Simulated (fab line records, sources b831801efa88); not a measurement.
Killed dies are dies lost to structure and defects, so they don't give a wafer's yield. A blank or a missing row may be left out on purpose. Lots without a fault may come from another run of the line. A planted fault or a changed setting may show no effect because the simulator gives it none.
Chamber matching | flow sky130 | SKY_VIA3_ETCH_14 on rie_diel-01: 4 sister chambers
The step etches BARC in N2/H2, stops on SiO2, time 45.9 s, target depth 60 nm. 16 wafers are shown with their chamber, then 8 later ones without.

WAFERS WITH THEIR CHAMBER
wafer  | chamber | drypump_motor_current_A (A) | throttle_valve_pct (%) | oes_product_au (a.u.)
L081.2 | 1       | 4.8                         | 13.223                 | 0.846
L081.3 | 0       | 5.6                         | 13.220                 | 0.854
L081.4 | 2       | 6.7                         | 13.224                 | 0.858
L082.4 | 3       | 5.3                         | 13.221                 | 0.856
L082.5 | 1       | 4.8                         | 13.233                 | 0.857
L082.6 | 0       | 5.6                         | 13.212                 | 0.858
L085.3 | 0       | 5.6                         | 13.223                 | 0.860
L085.5 | 1       | 4.8                         | 13.232                 | 0.848
L085.6 | 0       | 5.6                         | 13.218                 | 0.856
L089.1 | 3       | 5.2                         | 13.213                 | 0.855
L089.2 | 2       | 6.7                         | 13.230                 | 0.855
L089.3 | 1       | 4.8                         | 13.227                 | 0.856
L089.4 | 2       | 6.7                         | 13.231                 | 0.850
L089.5 | 3       | 5.3                         | 13.207                 | 0.855
L089.6 | 1       | 4.8                         | 13.209                 | 0.847
L092.1 | 3       | 5.2                         | 13.223                 | 0.845

SIGNATURES (means of the wafers above)
reading                 | chamber 0 | chamber 1 | chamber 2 | chamber 3 | scatter within a chamber
drypump_motor_current_A | 5.600     | 4.800     | 6.700     | 5.250     | 0.0289
throttle_valve_pct      | 13.21825  | 13.22480  | 13.22833  | 13.21600  | 0.00727
oes_product_au          | 0.85700   | 0.85080   | 0.85433   | 0.85275   | 0.00451
Rule: a wafer's distance from a chamber is the root of the sum, over the readings, of the square of ((its reading less the chamber's mean) divided by the reading's scatter). The wafer belongs to the nearest chamber; if the next one is less than 2 further off, it can't be placed. The scatter: the root of (the sum of the squares of (reading less its chamber's mean) over the shown wafers, divided by (wafers less chambers)).

WAFERS WITHOUT THEIR CHAMBER
wafer  | drypump_motor_current_A (A) | throttle_valve_pct (%) | oes_product_au (a.u.)
L092.3 | 6.7                         | 13.237                 | 0.853
L092.5 | 6.7                         | 13.231                 | 0.855
L093.1 | 5.6                         | 13.238                 | 0.856
L093.3 | 6.7                         | 13.228                 | 0.865
L093.6 | 5.6                         | 13.233                 | 0.847
L095.1 | 5.2                         | 13.221                 | 0.852
L095.2 | 5.6                         | 13.228                 | 0.854
L095.4 | 4.8                         | 13.216                 | 0.858

WHICH CHAMBER EACH WENT THROUGH
wafer  | from the rows above | in truth
L092.3 | 2                   | 2
L092.5 | 2                   | 2
L093.1 | 0                   | 0
L093.3 | 2                   | 2
L093.6 | 0                   | 0
L095.1 | 3                   | 3
L095.2 | 0                   | 0
L095.4 | 1                   | 1
Placed correctly: 8 of 8. Can't be placed from these rows: 0. Placed wrongly: 0.
